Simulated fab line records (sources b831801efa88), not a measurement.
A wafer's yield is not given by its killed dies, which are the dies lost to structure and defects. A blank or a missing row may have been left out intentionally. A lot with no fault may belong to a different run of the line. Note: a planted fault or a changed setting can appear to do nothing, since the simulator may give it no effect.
Which of the tools did it? ; flow sky130 ; Sampling: 12 lots, 36 wafers, 5 of 708 route steps

WHAT THE GAUGES READ, wafer by wafer
SKY_CONTACT_RS_MEAS_25: measurement is done with a four-point probe. Usual: for CONTACT_W_RS the level is 0.336 ohm/sq and the standard deviation is 0.0057.
lot;measured;on;CONTACT_W_RS (ohm/sq);flag
L432;day 31 08:56;film_metro-03;0.336 0.334 0.336;
L433;day 31 21:27;film_metro-03;0.339 0.336 0.341;
L435;day 32 21:31;film_metro-03;0.338 0.323 0.337;
L437;day 33 06:56;film_metro-01;0.341 0.338 0.339;
L439;day 33 23:02;film_metro-04;0.326 0.339 0.337;
L441;day 34 13:39;film_metro-04;0.328 0.342 0.344;
L448;day 37 08:13;film_metro-03;0.340 0.339 0.327;
L449;day 38 01:38;film_metro-01;0.324 0.322 0.334;
L450;day 38 03:48;film_metro-03;0.340 0.342 0.343;
L451;day 38 03:59;film_metro-01;0.340 0.334 0.335;
L454;day 38 15:10;film_metro-04;0.325 0.340 0.340;
L455;day 39 00:47;film_metro-03;0.333 0.339 0.338;

SKY_CONTACT_THK_MEAS_26: measures by xrf. Usual: for CONTACT_W_THK the level is 336 nm and the standard deviation is 6.9.
lot;measured;on;CONTACT_W_THK (nm);flag
L432;day 31 09:03;film_metro-03;332 337 334;
L433;day 31 21:34;film_metro-03;331 333 329;
L435;day 32 21:38;film_metro-03;338 350 339;
L437;day 33 07:03;film_metro-01;330 332 331;
L439;day 33 23:10;film_metro-04;350 338 340;
L441;day 34 13:46;film_metro-04;346 334 333;
L448;day 37 08:20;film_metro-03;330 335 346;
L449;day 38 01:43;film_metro-01;344 346 333;
L450;day 38 03:55;film_metro-03;332 333 331;
L451;day 38 04:07;film_metro-01;330 334 336;
L454;day 38 15:17;film_metro-04;353 339 338;
L455;day 39 00:53;film_metro-03;333 328 330;

SKY_METAL1_RS_MEAS_05: measurement is done with a four-point probe. Usual: for METAL1_ALCU_RS the level is 0.1266 ohm/sq and the standard deviation is 0.0014.
lot;measured;on;METAL1_ALCU_RS (ohm/sq);flag
L432;day 31 09:34;film_metro-03;0.1277 0.1255 0.1267;
L433;day 31 22:04;film_metro-04;0.1256 0.1272 0.1274;
L435;day 32 22:08;film_metro-03;0.1273 0.1264 0.1265;
L437;day 33 07:33;film_metro-02;0.1254 0.1254 0.1254;
L439;day 33 23:40;film_metro-04;0.1270 0.1260 0.1252;
L441;day 34 14:16;film_metro-03;0.1310 0.1305 0.1298;
L448;day 37 08:59;film_metro-03;0.1286 0.1273 0.1281;
L449;day 38 02:15;film_metro-02;0.1260 0.1266 0.1286;
L450;day 38 04:25;film_metro-04;0.1259 0.1258 0.1261;
L451;day 38 04:37;film_metro-03;0.1267 0.1267 0.1257;
L454;day 38 15:47;film_metro-03;0.1263 0.1261 0.1274;
L455;day 39 01:24;film_metro-04;0.1244 0.1238 0.1243;

SKY_VIA1_THK_MEAS_01. Usual: for VIA1_HDPCVD_THK the level is 1030 nm and the standard deviation is 9.5.
lot;measured;on;VIA1_HDPCVD_THK (nm);flag
L432;day 32 14:10;film_metro-01;1030 1041 1031;
L433;day 33 02:52;film_metro-01;1035 1023 1034;
L435;day 34 03:10;film_metro-02;1032 1018 1024;
L437;day 34 11:37;film_metro-04;1050 1034 1055;
L439;day 35 03:52;film_metro-01;1025 823 1034;OFF
L441;day 35 18:08;film_metro-01;1050 1038 825;OFF
L448;day 38 12:11;film_metro-04;1034 1028 1030;
L449;day 39 04:20;film_metro-02;1034 1036 1021;
L450;day 39 06:35;film_metro-01;1017 1026 1022;
L451;day 39 06:57;film_metro-04;1038 1036 1027;
L454;day 39 17:29;film_metro-04;1026 1020 1014;
L455;day 40 02:41;film_metro-01;1047 1049 1047;

TOOL THAT RAN EACH LOT (tool first, then ch and the chambers of the sampled wafers, then the start)
lot;SKY_VIA1_HDPCVD_00
L432;hdpcvd-02 ch 0,2, day 32 14:03
L433;hdpcvd-01 ch 0,2, day 33 02:45
L435;hdpcvd-01 ch 0,1, day 34 03:04
L437;hdpcvd-01 ch 0,1,2, day 34 11:30
L439;hdpcvd-01 ch 0,1,2, day 35 03:46
L441;hdpcvd-01 ch 0,2, day 35 18:01
L448;hdpcvd-01 ch 0,2, day 38 12:05
L449;hdpcvd-01 ch 0,1,2, day 39 04:15
L450;hdpcvd-02 ch 0,1, day 39 06:28
L451;hdpcvd-01 ch 0,2, day 39 06:50
L454;hdpcvd-02 ch 0,1,2, day 39 17:22
L455;hdpcvd-02 ch 1,2, day 40 02:34
- SKY_VIA1_HDPCVD_00: deposits SiO2, target thk 1030 nm, time 171.7 s.

WHAT THE TOOLS THEMSELVES READ (means of the sampled wafers that have a number; where no wafer has one, the mark that the record gives instead)
SKY_VIA1_HDPCVD_00. Usual: 60.00 sccm for sih4_flow_sccm, sd 0.17.
lot;tool;sih4_flow_sccm (sccm);flag
L432;hdpcvd-02;60.16;
L433;hdpcvd-01;60.03;
L435;hdpcvd-01;59.89;
L437;hdpcvd-01;60.07;
L439;hdpcvd-01;55.94;OFF
L441;hdpcvd-01;55.87;OFF
L448;hdpcvd-01;60.03;
L449;hdpcvd-01;60.04;
L450;hdpcvd-02;59.93;
L451;hdpcvd-01;60.06;
L454;hdpcvd-02;60.11;
L455;hdpcvd-02;59.82;

THE ANSWER, worked out from the rows above alone
Rule: a lot is off if the mean of its wafers that have a number lies more than 3 standard deviations from the usual mean. A lot without any number at a reading at which 4 lots or more have one is off too. Any other lot the step has rows for is counted as sound. The gauges are gone through in route order, then the tools' own readings, and for those a lot's mean is taken as printed above. The first step at which some lot is off is used, and at that step the reading that is off furthest; a lot without a number counts as furthest.
Off: L439, L441, seen at SKY_VIA1_THK_MEAS_01 (VIA1_HDPCVD_THK).
A tool fits if, at a process step before that reading, it ran every lot that is off, and no sound lot after the first of them. The gauges at SKY_VIA1_THK_MEAS_01 aren't tried: what is off there is off at SKY_VIA1_HDPCVD_00 too, on other tools, and a gauge's error can't cause that. Of those tried, none fits.

WHAT THE SIMULATOR HAD PUT IN
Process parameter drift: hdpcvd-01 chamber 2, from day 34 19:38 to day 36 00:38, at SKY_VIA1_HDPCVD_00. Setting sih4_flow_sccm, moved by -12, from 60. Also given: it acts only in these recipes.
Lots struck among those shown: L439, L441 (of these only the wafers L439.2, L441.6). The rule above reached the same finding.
